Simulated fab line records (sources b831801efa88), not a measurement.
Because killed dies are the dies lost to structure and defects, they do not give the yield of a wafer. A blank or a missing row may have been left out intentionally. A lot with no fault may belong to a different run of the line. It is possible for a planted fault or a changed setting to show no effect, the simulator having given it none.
The tool behind it: which one?	flow gf180mcu	12 lots, 36 wafers sampled, at 1 step of a route of 602

## WHAT THE GAUGES READ, wafer by wafer
GF_V3_OVL_MEAS_15.
lot	measured	on	V3_OVL (nm)
L075	day 22 19:04	overlay-02	-6 4 5
L077	day 23 15:16	overlay-02	-5 -5 -11
L079	day 24 06:47	overlay-01	2 -7 4
L081	day 25 10:17	overlay-02	-2 1 3
L083	day 25 18:38	overlay-01	12 19 8
L085	day 26 06:17	overlay-02	-4 2 -8
L087	day 27 01:44	overlay-01	0 -8 -6
L089	day 27 15:27	overlay-02	6 5 6
L091	day 28 06:17	overlay-01	5 2 8
L093	day 28 17:17	overlay-01	2 4 -4
L095	day 29 06:50	overlay-01	-2 -4 -7
L097	day 29 20:38	overlay-02	4 0 -3

## EACH LOT AND THE TOOL THAT RAN IT (in order: tool; ch and the chambers of the sampled wafers; start)
Before these readings, the record contains no process step.

## THE ANSWER, worked out from the rows above alone
Rule: usual is defined by the lots themselves. Put in order of their means at a reading, lots are off if they are a third of the lots or fewer, leave a main group of 4 or more, and stand apart from it by a gap of 3 or more times the standard deviation of the main group's means; of several such gaps the widest counts. Not used: any main group whose means are identical at the precision the tables above print for the reading. A lot without any number at a reading at which 4 lots or more have one is off too. The other lots that the step has rows for count as sound.
Nothing can be told from this: no lot is off at any reading shown.

## WHAT THE SIMULATOR HAD PUT IN
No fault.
